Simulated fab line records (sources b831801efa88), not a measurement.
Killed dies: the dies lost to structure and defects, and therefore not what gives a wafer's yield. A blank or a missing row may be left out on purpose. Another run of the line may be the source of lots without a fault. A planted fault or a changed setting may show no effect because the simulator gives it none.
Split-lot experiment + flow gf180mcu + 23 wafers read from 5 lots, route of 602 steps

== THE SPLIT ==
At GF_M3_COAT_09 (resist thk 1000 nm), the setting resist-thk-nm was moved away from the recipe's 1000 nm on 8 of the 23 wafers read, by -3.9% to -2.3%. This setting was run at the recipe's value on the other wafers.

== SPLIT TO READING: what lies between them in the file, 1 step ==
- GF_M3_DEVELOP_13: develop time 60 s (also split here: develop-time-s)

== THE READING ==
KrF_of_M3_COAT_09.thk-nm (the simulator's own value, which no gauge read), in nm, at GF_M3_METAL_ETCH_16 (etches the open film in Cl2/BCl3, stops on SiO2, target depth 627.5 nm, time 104.6 s). There is no usual value for it anywhere in the file. Across the 15 wafers here that went through the recipe, the average is 733.9 nm and the standard deviation 4.4 nm.

| wafer  | tool, chamber at the split | resist-thk-nm as run, nm | against the recipe | KrF_of_M3_COAT_09.thk-nm, nm | against lot-mates on the recipe |
|--------|----------------------------|--------------------------|--------------------|------------------------------|---------------------------------|
| L074.1 | litho-track-03, 0          | 1000                     | recipe             | 736.5                        | -                               |
| L074.2 | litho-track-03, 0          | 1000                     | recipe             | 736.3                        | -                               |
| L074.3 | litho-track-03, 0          | 1000                     | recipe             | 743.2                        | -                               |
| L078.1 | litho-track-02, 0          | 1000                     | recipe             | 734                          | -                               |
| L078.2 | litho-track-02, 0          | 960.5                    | -3.9%              | 697.4                        | -38.8                           |
| L078.3 | litho-track-02, 0          | 960.5                    | -3.9%              | 695.8                        | -40.4                           |
| L078.4 | litho-track-02, 0          | 1000                     | recipe             | 738.3                        | -                               |
| L078.6 | litho-track-02, 0          | 960.5                    | -3.9%              | 697.6                        | -38.5                           |
| L081.1 | litho-track-02, 0          | 1000                     | recipe             | 733.1                        | -                               |
| L081.3 | litho-track-02, 0          | 977.2                    | -2.3%              | 709.6                        | -25.2                           |
| L081.4 | litho-track-02, 0          | 1000                     | recipe             | 736.6                        | -                               |
| L081.5 | litho-track-02, 0          | 977.2                    | -2.3%              | 708.4                        | -26.4                           |
| L081.6 | litho-track-02, 0          | 1000                     | recipe             | 734.8                        | -                               |
| L082.1 | litho-track-02, 0          | 1000                     | recipe             | 728.4                        | -                               |
| L082.3 | litho-track-02, 0          | 1000                     | recipe             | 731.5                        | -                               |
| L082.4 | litho-track-02, 0          | 1000                     | recipe             | 727.3                        | -                               |
| L082.5 | litho-track-02, 0          | 1000                     | recipe             | 729.1                        | -                               |
| L082.6 | litho-track-02, 0          | 1000                     | recipe             | 727.2                        | -                               |
| L085.1 | litho-track-01, 0          | 974.7                    | -2.5%              | 713.6                        | -22.2                           |
| L085.2 | litho-track-01, 0          | 974.7                    | -2.5%              | 711                          | -24.8                           |
| L085.3 | litho-track-01, 0          | 1000                     | recipe             | 734.8                        | -                               |
| L085.4 | litho-track-01, 0          | 1000                     | recipe             | 736.9                        | -                               |
| L085.6 | litho-track-01, 0          | 974.7                    | -2.5%              | 709.3                        | -26.5                           |

THE FIT
A straight line over all 23 wafers: KrF_of_M3_COAT_09.thk-nm changes by +9.43 nm for each +1% of resist-thk-nm; r = +0.97; the points scatter about the line by 3.9 nm.
The same after taking each lot's own level away (the mean of its wafers on the recipe; 23 wafers): +10 nm for each +1%; r = +0.99; scatter 2.1 nm.
The reading moves by 40 nm for the largest change in resist-thk-nm, on that fit.
Across the lots, their own levels run from 728.70 to 738.67 nm, a range of 2.3 times the standard deviation given above.
The two slopes agree, so the slope changes little with the lot-to-lot level.
Check: with one of the wafers moved furthest among these (-3.9%) left out of the fit, the line predicts -40 nm for it against its lot-mates. Against them it came out at -38.8 nm.

== THESE WAFERS: OTHER SPLITS ==
Other splits were also applied to these wafers ahead of the reading. Each is held against what the fit with the lots' levels taken away leaves over:
| other split on the same wafers  | wafers away from the commonest value | r with KrF_of_M3_COAT_09.thk-nm (lot level and that fit taken away) |
|---------------------------------|--------------------------------------|---------------------------------------------------------------------|
| GF_V2_DEVELOP_13 dev-temp-c     | 10                                   | +0.01                                                               |
| GF_V2_CVD_23 temp-c             | 5                                    | +0.23                                                               |
| GF_M3_DEVELOP_13 develop-time-s | 2                                    | +0.17                                                               |

== THE WHOLE CHAIN: every reading that the file lists as answering this split, in the file's order ==
| step                | what it does                                                                         | reading                                                                   | change (the file's fit)              | r (the file's) |
|---------------------|--------------------------------------------------------------------------------------|---------------------------------------------------------------------------|--------------------------------------|----------------|
| GF_M3_COAT_09       | resist thk 1000 nm                                                                   | KrF_of_M3_COAT_09.thk-nm (the simulator's own value, which no gauge read) | +9.74 nm for each +1% of the setting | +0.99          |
| GF_M3_DEVELOP_13    | develop time 60 s                                                                    | KrF_of_M3_COAT_09.thk-nm (the simulator's own value, which no gauge read) | +9.77 nm for each +1% of the setting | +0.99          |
| GF_M3_METAL_ETCH_16 | etches the open film in Cl2/BCl3, stops on SiO2, target depth 627.5 nm, time 104.6 s | KrF_of_M3_COAT_09.thk-nm (the simulator's own value, which no gauge read) | +10.1 nm for each +1% of the setting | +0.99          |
| GF_M3_STRIP_17      | strips in O2/N2                                                                      | strip-time-to-endpoint-s                                                  | withheld for each +1% of the setting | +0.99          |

== FILE'S OWN FIT ==
KrF_of_M3_COAT_09.thk-nm changes by +10.1 nm for each +1% of resist-thk-nm, r = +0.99.
